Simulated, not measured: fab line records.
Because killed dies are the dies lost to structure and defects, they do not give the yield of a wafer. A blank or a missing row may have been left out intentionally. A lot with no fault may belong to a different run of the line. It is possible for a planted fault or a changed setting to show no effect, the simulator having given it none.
Lot-split experiment	flow sky130	5 lots, 23 wafers read, on a route of 708 steps

## THE SPLIT ITSELF
At SKY_VIA1_COAT_07 (resist thk 450 nm), the setting resist-thk-nm was moved away from the recipe's 450 nm on 6 of the 23 wafers read, by -3.7% to +3.7%. This setting was run at the recipe's value on the other wafers.

## FROM THE SPLIT TO THE READING: what the file shows between them, 4 steps
- SKY_VIA1_SOFTBAKE_08: time 90 s (also split here: time-s)
- SKY_VIA1_EXPOSE_09: exposes mask VIM, target cd 150 nm
- SKY_VIA1_PEB_10
- SKY_VIA1_ETCH_14: etches BARC in N2/H2, stops on SiO2, time 45.9 s, target depth 60 nm

## THE READING
KrF-thick_of_VIA1_COAT_07.thk-nm (the simulator's own value, which no gauge read), in nm, at SKY_VIA1_ETCH_15 (etches SiO2 in C4F8/O2/Ar, stops on TiN, target depth 351 nm, time 54 s). The file gives no usual value for it. Average 321.8 nm, standard deviation 3 nm, over the 17 wafers here run with the recipe.

wafer	tool, chamber at the split	resist-thk-nm as run, nm	against the recipe	KrF-thick_of_VIA1_COAT_07.thk-nm, nm	against lot-mates on the recipe
L074.1	litho-track-02, 0	450	recipe	320.5	-
L074.3	litho-track-02, 0	466.5	+3.7%	334.2	+14.4
L074.4	litho-track-02, 0	466.5	+3.7%	337.4	+17.6
L074.5	litho-track-02, 0	450	recipe	318.9	-
L074.6	litho-track-02, 0	450	recipe	320	-
L075.1	litho-track-03, 0	450	recipe	322.6	-
L075.3	litho-track-03, 0	450	recipe	328.7	-
L075.4	litho-track-03, 0	450	recipe	324.7	-
L079.1	litho-track-02, 0	450	recipe	322.9	-
L079.2	litho-track-02, 0	461.1	+2.5%	332.3	+11.0
L079.4	litho-track-02, 0	461.1	+2.5%	329.8	+8.5
L079.5	litho-track-02, 0	450	recipe	320.7	-
L079.6	litho-track-02, 0	450	recipe	320.3	-
L082.2	litho-track-03, 0	450	recipe	322.2	-
L082.3	litho-track-03, 0	450	recipe	325.7	-
L082.4	litho-track-03, 0	450	recipe	322.8	-
L082.5	litho-track-03, 0	450	recipe	324	-
L082.6	litho-track-03, 0	450	recipe	323.3	-
L084.1	litho-track-03, 0	450	recipe	317.3	-
L084.2	litho-track-03, 0	433.3	-3.7%	303.6	-14.3
L084.3	litho-track-03, 0	433.3	-3.7%	302.8	-15.1
L084.5	litho-track-03, 0	450	recipe	316.2	-
L084.6	litho-track-03, 0	450	recipe	320.3	-

THE FIT
A straight line over all 23 wafers: KrF-thick_of_VIA1_COAT_07.thk-nm changes by +4.33 nm for each +1% of resist-thk-nm; r = +0.93; the points scatter about the line by 2.9 nm.
The same after taking each lot's own level away (the mean of its wafers on the recipe; 23 wafers): +4.12 nm for each +1%; r = +0.98; scatter 1.6 nm.
That fit puts the effect of the largest move of resist-thk-nm on the reading at 15 nm.
From 317.93 to 325.33 nm: that is the span of the lots' own levels, equal to 2.5 times the standard deviation above.
The two slopes agree, so the slope changes little with the lot-to-lot level.
Check: with one of the wafers moved furthest among these (-3.7%) left out of the fit, the line predicts -15.5 nm for it against its lot-mates. Against them it came out at -14.3 nm.

## OTHER SPLITS APPLIED TO THESE WAFERS
Before the reading, these wafers also passed through other splits. Each is held against what the fit with the lots' levels taken away leaves over:
other split on the same wafers	wafers away from the commonest value	r with KrF-thick_of_VIA1_COAT_07.thk-nm (lot level and that fit taken away)
SKY_SD_N_IMPLANT_09 energy-kev	8	+0.05
SKY_LOCAL_INTERCONNECT_SPUTTER_00 time-s	4	-0.14
SKY_LOCAL_INTERCONNECT_COAT_06 resist-thk-nm	9	-0.17
SKY_LOCAL_INTERCONNECT_DEVELOP_10 dev-temp-c	2	+0.24
SKY_CONTACT_CVD_24 pressure-torr	15	+0.10
SKY_VIA1_SOFTBAKE_08 time-s	9	-0.02

## THE WHOLE CHAIN: every reading that the file lists as answering this split, in the file's order
step	what it does	reading	change (the file's fit)	r (the file's)
SKY_VIA1_COAT_07	resist thk 450 nm	KrF-thick_of_VIA1_COAT_07.thk-nm (the simulator's own value, which no gauge read)	+4.5 nm for each +1% of the setting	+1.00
SKY_VIA1_ETCH_14	etches BARC in N2/H2, stops on SiO2, time 45.9 s, target depth 60 nm	KrF-thick_of_VIA1_COAT_07.thk-nm (the simulator's own value, which no gauge read)	+4.32 nm for each +1% of the setting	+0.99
SKY_VIA1_ETCH_15	etches SiO2 in C4F8/O2/Ar, stops on TiN, target depth 351 nm, time 54 s	KrF-thick_of_VIA1_COAT_07.thk-nm (the simulator's own value, which no gauge read)	+4.13 nm for each +1% of the setting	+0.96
SKY_VIA1_STRIP_16	strips in O2/N2	strip-time-to-endpoint-s	withheld for each +1% of the setting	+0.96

## THE FILE'S OWN FIT
KrF-thick_of_VIA1_COAT_07.thk-nm changes by +4.13 nm for each +1% of resist-thk-nm, r = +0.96.
